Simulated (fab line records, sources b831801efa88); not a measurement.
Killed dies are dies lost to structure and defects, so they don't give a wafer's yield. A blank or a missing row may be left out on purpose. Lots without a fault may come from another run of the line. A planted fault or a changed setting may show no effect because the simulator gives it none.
Problem report in the 8D (eight disciplines) form, filled by code | flow sky130 | the parts of the form that need people (team, actions taken, sign-off) are left out

1. THE PROBLEM
oes_product_au at SKY_LI_CONTACT_ETCH_15 reads a mean of 0.371 a.u. on 6 wafers of 2 lots; wafers without a fault read 0.836 a.u. with a standard deviation of 0.0043. That is -99 or more standard deviations from the usual mean.
The step: etches PSG in C4F8/O2/Ar, stops on Si, target depth 600 nm.
First seen on wafer L186.3, day 31 18:40, on rie_diel-04. The record holds 30 wafers of 10 lots with a number at this step. Rule for "out", or "out of limits": more than 4 standard deviations from the usual mean. The other wafers with a number count as sound.

2. WHAT IT IS AND WHAT IT IS NOT
question                    | is                     | is not
which readings at this step | oes_product_au         | chamber_pressure_mTorr, rf_fwd_power_W
which lots                  | L185, L186             | L179, L189, L191, L193, L195, L196, L198, L201
which wafers of those lots  | all that have a number | -
read on which tools         | rie_diel-04            | rie_diel-02, rie_diel-03
when                        | from day 31 18:40      | up to then (3 sound wafers); but 21 sound wafers of L189, L191, L193, L195, L196, L198, L201 came after

3. SUSPECTS, AND WHAT RULES EACH OUT
Counting: a tool at a process step up to the reading stays a suspect if it ran every lot that is out and no sound lot after the first of them.
- rie_diel-04 at SKY_LI_CONTACT_ETCH_14 (etches BARC in N2/H2, stops on SiO2, time 44.67 s, target depth 60 nm): ruled out as a lasting fault. Sound lots L189, L191, L193, L198 ran on it after its first lot that is out, L186 (day 31 18:37).
- rie_diel-04 at SKY_LI_CONTACT_ETCH_15 (etches PSG in C4F8/O2/Ar, stops on Si, target depth 600 nm): ruled out as a lasting fault. Sound lots L189, L191, L193, L198 ran on it after its first lot that is out, L186 (day 31 18:40).
Left after counting: nothing in the record.

4. THE CAUSE (what the simulator had put in)
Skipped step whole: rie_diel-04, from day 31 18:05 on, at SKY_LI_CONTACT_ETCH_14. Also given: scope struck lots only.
Counting ruled it out, wrongly.

5. THE CHAIN OF EFFECTS, in route order
Each row: a reading whose mean over the struck wafers that have a number lies more than 3 standard deviations from the usual. Only readings for which the record gives a usual standard deviation are gone through. hours: the time from each lot's start at the first step in this table that gives one to its start at this step, as a median over the lots. sigmas: the change in usual standard deviations.
hours | step                    | reading                  | usual      | on struck wafers | change | sigmas
0     | SKY_LI_CONTACT_ETCH_15  | oes_product_au           | 0.836 a.u. | 0.371            | -0.465 | -99 or more
0     | SKY_LI_CONTACT_STRIP_16 | oes_product_au           | 0.376 a.u. | 0.398            | +0.022 | +4.2
0     | SKY_LI_CONTACT_STRIP_16 | strip_time_to_endpoint_s | 3.52 s     | 3.98             | +0.46  | +14
385   | SKY_PAD_OPEN_PROBE_99   | killed_at_contacts       | 24         | 425              | +401   | +74
385   | SKY_PAD_OPEN_PROBE_99   | killed_dies              | 87         | 492              | +405   | +43
385   | SKY_PAD_OPEN_PROBE_99   | killed_on_rim            | 17         | 96               | +79    | +20
The process steps in it:
- SKY_LI_CONTACT_ETCH_15: etches PSG in C4F8/O2/Ar, stops on Si, target depth 600 nm.
- SKY_LI_CONTACT_STRIP_16: strips in O2/N2.
- SKY_PAD_OPEN_PROBE_99
Readings that are blank on the struck wafers while sound wafers have them: bias_w at SKY_LI_CONTACT_ETCH_14; chamber_pressure_mTorr at SKY_LI_CONTACT_ETCH_14; drypump_motor_current_A at SKY_LI_CONTACT_ETCH_14; n2_flow_sccm at SKY_LI_CONTACT_ETCH_14; oes_product_au at SKY_LI_CONTACT_ETCH_14; rf_fwd_power_W at SKY_LI_CONTACT_ETCH_14; throttle_valve_pct at SKY_LI_CONTACT_ETCH_14.

6. WHAT WOULD HAVE CAUGHT IT SOONER
In this record the first reading out of limits was taken at day 31 18:40, 1 hour after the fault began at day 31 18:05.
At SKY_LI_CONTACT_ETCH_14 the tool's readings are blank on the struck wafers, where sound wafers have them: an empty tool record is the first sign, and it was there at once.
